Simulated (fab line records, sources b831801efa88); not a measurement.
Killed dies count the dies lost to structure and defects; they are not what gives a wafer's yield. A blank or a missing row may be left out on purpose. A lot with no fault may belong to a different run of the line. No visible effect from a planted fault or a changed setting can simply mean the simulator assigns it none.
Matching of chambers / flow gf180mcu / GF_V4_CMP_26 on cmp-02 has 4 sister chambers
The step polishes, stops on SiO2, t overpolish 15 s, target thk 0 nm. 18 wafers are shown with their chamber, then 9 later ones without.

== WAFERS PAIRED WITH THEIR CHAMBERS ==
wafer=L264.1; chamber=0; motor_current_A (A)=11.6; time_to_endpoint_s (s)=86; overpolish_run_s (s)=14.985
wafer=L264.2; chamber=1; motor_current_A (A)=10.1; time_to_endpoint_s (s)=87; overpolish_run_s (s)=14.992
wafer=L264.6; chamber=3; motor_current_A (A)=11.4; time_to_endpoint_s (s)=85; overpolish_run_s (s)=14.993
wafer=L267.3; chamber=3; motor_current_A (A)=11.2; time_to_endpoint_s (s)=86; overpolish_run_s (s)=14.997
wafer=L267.5; chamber=1; motor_current_A (A)=10.5; time_to_endpoint_s (s)=91; overpolish_run_s (s)=14.984
wafer=L267.6; chamber=0; motor_current_A (A)=11.7; time_to_endpoint_s (s)=86; overpolish_run_s (s)=14.986
wafer=L268.2; chamber=0; motor_current_A (A)=11.3; time_to_endpoint_s (s)=88; overpolish_run_s (s)=14.998
wafer=L268.3; chamber=1; motor_current_A (A)=10.0; time_to_endpoint_s (s)=92; overpolish_run_s (s)=15.010
wafer=L268.4; chamber=2; motor_current_A (A)=10.6; time_to_endpoint_s (s)=86; overpolish_run_s (s)=14.999
wafer=L272.2; chamber=0; motor_current_A (A)=11.7; time_to_endpoint_s (s)=88; overpolish_run_s (s)=15.008
wafer=L272.3; chamber=3; motor_current_A (A)=11.4; time_to_endpoint_s (s)=86; overpolish_run_s (s)=14.996
wafer=L272.5; chamber=0; motor_current_A (A)=11.7; time_to_endpoint_s (s)=87; overpolish_run_s (s)=15.004
wafer=L276.2; chamber=0; motor_current_A (A)=11.5; time_to_endpoint_s (s)=89; overpolish_run_s (s)=15.007
wafer=L276.4; chamber=2; motor_current_A (A)=10.8; time_to_endpoint_s (s)=87; overpolish_run_s (s)=15.005
wafer=L276.5; chamber=2; motor_current_A (A)=10.8; time_to_endpoint_s (s)=87; overpolish_run_s (s)=14.998
wafer=L282.3; chamber=0; motor_current_A (A)=12.3; time_to_endpoint_s (s)=93; overpolish_run_s (s)=14.991
wafer=L282.4; chamber=3; motor_current_A (A)=11.0; time_to_endpoint_s (s)=93; overpolish_run_s (s)=14.986
wafer=L282.6; chamber=1; motor_current_A (A)=10.0; time_to_endpoint_s (s)=92; overpolish_run_s (s)=14.993

SIGNATURES, as means of the wafers listed above
reading=motor_current_A; chamber 0=11.686; chamber 1=10.150; chamber 2=10.733; chamber 3=11.250; scatter within a chamber=0.25
reading=time_to_endpoint_s; chamber 0=88.14; chamber 1=90.50; chamber 2=86.67; chamber 3=87.50; scatter within a chamber=2.58
reading=overpolish_run_s; chamber 0=14.99700; chamber 1=14.99475; chamber 2=15.00067; chamber 3=14.99300; scatter within a chamber=0.00859
Rule: for each reading, subtract the chamber's mean from the wafer's reading, divide by that reading's scatter and square the result; add these up over the readings and take the root, which gives the wafer's distance from the chamber. If the next closest chamber is less than 2 further off than the closest, the wafer can't be placed; otherwise it belongs to the closest. How the scatter is found: for the shown wafers, subtract from each reading the mean of its chamber, square and add these, divide the total by (wafers less chambers), then take the root.

== WAFERS WITHOUT THEIR CHAMBER ==
wafer=L283.2; motor_current_A (A)=10.8; time_to_endpoint_s (s)=88; overpolish_run_s (s)=14.999
wafer=L283.3; motor_current_A (A)=11.3; time_to_endpoint_s (s)=84; overpolish_run_s (s)=15.002
wafer=L283.4; motor_current_A (A)=10.2; time_to_endpoint_s (s)=91; overpolish_run_s (s)=14.989
wafer=L284.2; motor_current_A (A)=11.6; time_to_endpoint_s (s)=86; overpolish_run_s (s)=14.991
wafer=L284.4; motor_current_A (A)=11.0; time_to_endpoint_s (s)=91; overpolish_run_s (s)=14.996
wafer=L284.6; motor_current_A (A)=10.1; time_to_endpoint_s (s)=93; overpolish_run_s (s)=15.000
wafer=L286.3; motor_current_A (A)=11.3; time_to_endpoint_s (s)=89; overpolish_run_s (s)=14.991
wafer=L286.4; motor_current_A (A)=11.2; time_to_endpoint_s (s)=90; overpolish_run_s (s)=14.989
wafer=L286.5; motor_current_A (A)=11.7; time_to_endpoint_s (s)=86; overpolish_run_s (s)=15.012

== WHICH CHAMBER EACH ONE RAN IN ==
wafer=L283.2; from the rows above=can't be placed: 2 or 3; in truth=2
wafer=L283.3; from the rows above=can't be placed: 3 or 0 or 2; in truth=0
wafer=L283.4; from the rows above=1; in truth=1
wafer=L284.2; from the rows above=can't be placed: 0 or 3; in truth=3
wafer=L284.4; from the rows above=can't be placed: 3 or 2 or 0 or 1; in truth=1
wafer=L284.6; from the rows above=1; in truth=1
wafer=L286.3; from the rows above=can't be placed: 3 or 0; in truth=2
wafer=L286.4; from the rows above=can't be placed: 3 or 0 or 2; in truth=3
wafer=L286.5; from the rows above=can't be placed: 0 or 3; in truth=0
2 of 9 placed correctly. These rows do not allow placing 7 (true chamber among the candidates in 6). Placed wrongly: 0.
